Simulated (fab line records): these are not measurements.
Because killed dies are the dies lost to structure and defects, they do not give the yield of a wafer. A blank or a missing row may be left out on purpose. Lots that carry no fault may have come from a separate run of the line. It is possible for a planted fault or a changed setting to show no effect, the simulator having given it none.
Matching of chambers    flow sky130    3 sister chambers for SKY_FIELD_ISO_ETCH_15 on rieDiel-02
The step etches the open film in CHF3/O2, stops on Si, target depth 180 nm, time 72 s. 6 wafers are shown with their chamber, then 6 later ones without.

WAFERS WITH THEIR CHAMBER
wafer   chamber  drypumpMotorCurrentA (A)  oesProductAu (a.u.)
L453.1  1        5.8                       0.943
L461.2  1        5.8                       0.937
L461.4  2        6.4                       0.949
L461.5  3        5.9                       0.941
L462.1  2        6.4                       0.941
L462.3  3        6.0                       0.942

WAFERS MISSING THEIR CHAMBER
wafer   drypumpMotorCurrentA (A)  oesProductAu (a.u.)
L462.5  5.8                       0.953
L469.2  6.0                       0.943
L469.6  5.8                       0.939
L470.1  5.8                       0.933
L470.4  6.4                       0.943
L470.5  6.4                       0.947

WHICH CHAMBER EACH WENT THROUGH
wafer   from the rows above      in truth
L462.5  can't be placed: 1 or 3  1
L469.2  3                        3
L469.6  1                        1
L470.1  1                        1
L470.4  2                        2
L470.5  2                        2
5 of 6 placed correctly. Unplaceable from these rows: 1, with the true chamber sitting among the candidates in 1. Placed wrongly: 0.
How it was worked out, from the rows above alone: a wafer's distance from a chamber is the root of the sum, over the readings, of the square of ((its reading less the chamber's mean) divided by the reading's scatter). The wafer belongs to the nearest chamber; if the next one is less than 2 further off, it can't be placed. The mean given for a chamber averages the wafers shown for that chamber. The scatter is the square root of a quotient: the sum, over the shown wafers, of each reading's squared deviation from its chamber's mean, divided by wafers minus chambers.
